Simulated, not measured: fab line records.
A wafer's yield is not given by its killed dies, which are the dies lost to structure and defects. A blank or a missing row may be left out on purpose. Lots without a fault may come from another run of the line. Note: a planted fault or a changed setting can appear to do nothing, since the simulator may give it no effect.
The tool behind it: which one?	flow gf180mcu	12 lots, 36 wafers sampled, at 2 steps of a route of 602

## WHAT EACH GAUGE READ, for each wafer
GF_V4_OVL_MEAS_15.
lot	measured	on	V4_OVL (nm)
L821	day 24 13:24	overlay-02	2 -4 -2
L822	day 24 22:49	overlay-01	3 -5 6
L825	day 25 17:53	overlay-01	-2 -9 -6
L826	day 26 00:31	overlay-01	-2 -2 3
L828	day 26 19:22	overlay-02	-3 -9 -10
L834	day 28 14:30	overlay-02	0 4 5
L835	day 28 21:19	overlay-02	-11 -11 -7
L837	day 29 14:15	overlay-02	2 -2 3
L838	day 29 19:43	overlay-01	10 9 1
L841	day 30 14:16	overlay-01	1 -6 -6
L842	day 30 21:01	overlay-02	-11 -9 -4
L843	day 30 22:49	overlay-02	-4 -8 -5

## WHAT TOOL EACH LOT RAN ON (gives the tool, then ch and the chambers of the sampled wafers, and finally the start)
lot	GF_V3_SPUTTER_21
L821	pvd-sputter-01, day 22 14:44
L822	pvd-sputter-02, day 22 23:54
L825	pvd-sputter-01, day 23 19:56
L826	pvd-sputter-01, day 24 02:49
L828	pvd-sputter-01, day 24 22:58
L834	pvd-sputter-01, day 26 18:47
L835	pvd-sputter-04, day 27 03:19
L837	pvd-sputter-04, day 27 20:05
L838	pvd-sputter-02, day 28 01:52
L841	pvd-sputter-02, day 28 21:13
L842	pvd-sputter-02, day 29 05:37
L843	pvd-sputter-02, day 29 07:56
- GF_V3_SPUTTER_21: material Ti, target thk 15 nm, time 80.02 s.

## WHAT THE TOOLS THEMSELVES READ (means of the sampled wafers that have a number; where no wafer has one, the mark that the record gives instead)
GF_V3_SPUTTER_21.
lot	tool	substrate-temp-c (C)	throttle-valve-pct (%)
L821	pvd-sputter-01	200.14	30.4
L822	pvd-sputter-02	200.18	30.6
L825	pvd-sputter-01	200.02	30.3
L826	pvd-sputter-01	200.17	30.3
L828	pvd-sputter-01	199.98	30.6
L834	pvd-sputter-01	200.05	30.0
L835	pvd-sputter-04	199.83	29.8
L837	pvd-sputter-04	200.13	29.9
L838	pvd-sputter-02	199.86	30.4
L841	pvd-sputter-02	200.07	30.5
L842	pvd-sputter-02	200.05	29.9
L843	pvd-sputter-02	200.07	30.0

## THE ANSWER, worked out from the rows above alone
Rule: usual is defined by the lots themselves. The widest of any qualifying gaps counts: lots, ordered by their means at a reading, are off when they make up no more than a third of the lots, leave a main group of 4 or more, and stand apart from it by 3 or more times the standard deviation of that group's means. If all means in a main group match to the digits the tables above print for the reading, that group is not used. A lot without any number at a reading at which 4 lots or more have one is off too. Where the step has rows for the other lots, those lots are counted as sound. First the gauges in route order, then the tools' own readings, where a lot's mean is used as printed above. At the first step where some lot is off, the reading lying furthest off is the one used; lots without a number count as furthest.
Across all readings shown, no lot is off: no conclusion can be drawn from this.

## WHAT HAD BEEN PUT IN BY THE SIMULATOR
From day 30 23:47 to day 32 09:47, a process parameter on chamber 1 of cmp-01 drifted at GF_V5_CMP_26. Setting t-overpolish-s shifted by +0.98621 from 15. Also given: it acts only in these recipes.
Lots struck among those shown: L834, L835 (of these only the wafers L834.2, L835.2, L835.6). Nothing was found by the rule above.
